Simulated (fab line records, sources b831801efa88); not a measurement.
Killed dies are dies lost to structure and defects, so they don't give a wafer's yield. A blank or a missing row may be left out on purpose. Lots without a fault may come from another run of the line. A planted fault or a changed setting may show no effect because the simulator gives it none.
Split-lot experiment | flow gf180mcu | 5 lots, 23 wafers read, on a route of 602 steps

THE SPLIT
At GF_MIM_SPUTTER_09 (material TiN, target thk 35 nm, time 29.2 s), the setting power_w was moved away from the recipe's 6500 W on 9 of the 23 wafers read, by -11.4% to +10.4%. The other wafers ran this setting at the recipe's value.

The reading is taken at the split's own step.

THE READING
TiN_of_MIM_SPUTTER_09.thk_nm (the simulator's own value, which no gauge read), in nm, at GF_MIM_SPUTTER_09 (material TiN, target thk 35 nm, time 29.2 s). The file gives no usual value for it. The 14 wafers here that ran the recipe average 35.06 nm, standard deviation 0.18 nm.

wafer  | tool, chamber at the split | power_w as run, W | against the recipe | TiN_of_MIM_SPUTTER_09.thk_nm, nm | against lot-mates on the recipe
L076.3 | pvd_sputter-02, -          | 6500              | recipe             | 34.95                            | -
L076.4 | pvd_sputter-02, -          | 6500              | recipe             | 35.19                            | -
L076.6 | pvd_sputter-02, -          | 6500              | recipe             | 34.97                            | -
L078.1 | pvd_sputter-02, -          | 6500              | recipe             | 35.02                            | -
L078.2 | pvd_sputter-02, -          | 6500              | recipe             | 35.43                            | -
L078.4 | pvd_sputter-02, -          | 7176              | +10.4%             | 38.58                            | +3.49
L078.5 | pvd_sputter-02, -          | 6500              | recipe             | 34.81                            | -
L078.6 | pvd_sputter-02, -          | 7176              | +10.4%             | 38.22                            | +3.13
L079.1 | pvd_sputter-01, -          | 6255              | -3.8%              | 33.5                             | -1.44
L079.2 | pvd_sputter-01, -          | 6500              | recipe             | 35.09                            | -
L079.3 | pvd_sputter-01, -          | 6500              | recipe             | 34.9                             | -
L079.4 | pvd_sputter-01, -          | 6500              | recipe             | 34.83                            | -
L079.6 | pvd_sputter-01, -          | 6255              | -3.8%              | 33.37                            | -1.57
L080.1 | pvd_sputter-02, -          | 5762              | -11.4%             | 30.99                            | -3.99
L080.2 | pvd_sputter-02, -          | 5762              | -11.4%             | 31                               | -3.98
L080.4 | pvd_sputter-02, -          | 6500              | recipe             | 34.88                            | -
L080.5 | pvd_sputter-02, -          | 5762              | -11.4%             | 31.17                            | -3.80
L080.6 | pvd_sputter-02, -          | 6500              | recipe             | 35.07                            | -
L083.1 | pvd_sputter-02, -          | 6267              | -3.6%              | 33.63                            | -1.60
L083.2 | pvd_sputter-02, -          | 6500              | recipe             | 35.33                            | -
L083.3 | pvd_sputter-02, -          | 6500              | recipe             | 35.24                            | -
L083.5 | pvd_sputter-02, -          | 6267              | -3.6%              | 34.02                            | -1.21
L083.6 | pvd_sputter-02, -          | 6500              | recipe             | 35.13                            | -

THE FIT
A straight line over all 23 wafers: TiN_of_MIM_SPUTTER_09.thk_nm changes by +0.343 nm for each +1% of power_w; r = +0.99; the points scatter about the line by 0.21 nm.
The same after taking each lot's own level away (the mean of its wafers on the recipe; 23 wafers): +0.338 nm for each +1%; r = +1.00; scatter 0.18 nm.
On that fit, the largest move of power_w shifts the reading by 3.8 nm.
The lots' own levels span 34.940 to 35.233 nm, that is 1.6 times the standard deviation above.
So the lot-to-lot level changes the slope little: the two slopes agree.
Check: with one of the wafers moved furthest among these (-11.4%) left out of the fit, the line predicts -3.88 nm for it against its lot-mates. It came out at -3.99 nm against them.

OTHER SPLITS ON THESE WAFERS
These wafers also went through other splits before the reading. Each is held against what the fit with the lots' levels taken away leaves over:
other split on the same wafers       | wafers away from the commonest value | r with TiN_of_MIM_SPUTTER_09.thk_nm (lot level and that fit taken away)
GF_V3_CVD_02 time_s                  | 10                                   | -0.17
GF_V3_EXPOSE_11 dose_mj              | 8                                    | -0.17
GF_V3_ETCH_16 bias_w                 | 6                                    | -0.23
GF_V3_SPUTTER_22 chamber_pressure_pa | 10                                   | -0.08
GF_V4_CVD_00 sih4_flow_sccm          | 9                                    | +0.03
GF_V4_SPUTTER_22 chamber_pressure_pa | 15                                   | +0.00

THE FILE'S OWN FIT
TiN_of_MIM_SPUTTER_09.thk_nm changes by +0.34 nm for each +1% of power_w, r = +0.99.
